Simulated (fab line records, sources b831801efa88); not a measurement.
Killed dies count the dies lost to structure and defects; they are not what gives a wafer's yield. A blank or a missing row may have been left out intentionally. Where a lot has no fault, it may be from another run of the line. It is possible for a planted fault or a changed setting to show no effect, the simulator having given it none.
What tool caused it? || flow sky130 || route of 708 steps, sampled at 1 step: 7 lots, 21 wafers

## WHAT THE GAUGES SHOWED, per wafer
SKY_METAL2_OVL_MEAS_16.
{"lot": "L925", "measured": "day 35 16:42", "on": "overlay-01", "METAL2_OVL (nm)": "-7 5 0"}
{"lot": "L927", "measured": "day 36 11:23", "on": "overlay-01", "METAL2_OVL (nm)": "-1 -2 -3"}
{"lot": "L930", "measured": "day 37 16:20", "on": "overlay-01", "METAL2_OVL (nm)": "-9 -6 -6"}
{"lot": "L935", "measured": "day 39 00:35", "on": "overlay-01", "METAL2_OVL (nm)": "-7 -5 0"}
{"lot": "L938", "measured": "day 40 02:56", "on": "overlay-02", "METAL2_OVL (nm)": "-7 -2 -2"}
{"lot": "L941", "measured": "day 40 22:31", "on": "overlay-02", "METAL2_OVL (nm)": "3 8 8"}
{"lot": "L945", "measured": "day 42 15:35", "on": "overlay-02", "METAL2_OVL (nm)": "-1 -4 4"}

## TOOL THAT RAN EACH LOT (tool first, then ch and the chambers of the sampled wafers, then the start)
The record holds no process step before these readings.

## THE ANSWER, worked out from the rows above alone
Rule: the usual values come from the lots themselves. The widest of any qualifying gaps counts: lots, ordered by their means at a reading, are off when they make up no more than a third of the lots, leave a main group of 4 or more, and stand apart from it by 3 or more times the standard deviation of that group's means. A main group is skipped when, at the precision printed for the reading in the tables above, its means are all equal. A lot without any number at a reading at which 4 lots or more have one is off too. All remaining lots with rows at the step are treated as sound.
Nothing can be told from this: no lot is off at any reading shown.

## WHAT THE SIMULATOR HAD INSERTED
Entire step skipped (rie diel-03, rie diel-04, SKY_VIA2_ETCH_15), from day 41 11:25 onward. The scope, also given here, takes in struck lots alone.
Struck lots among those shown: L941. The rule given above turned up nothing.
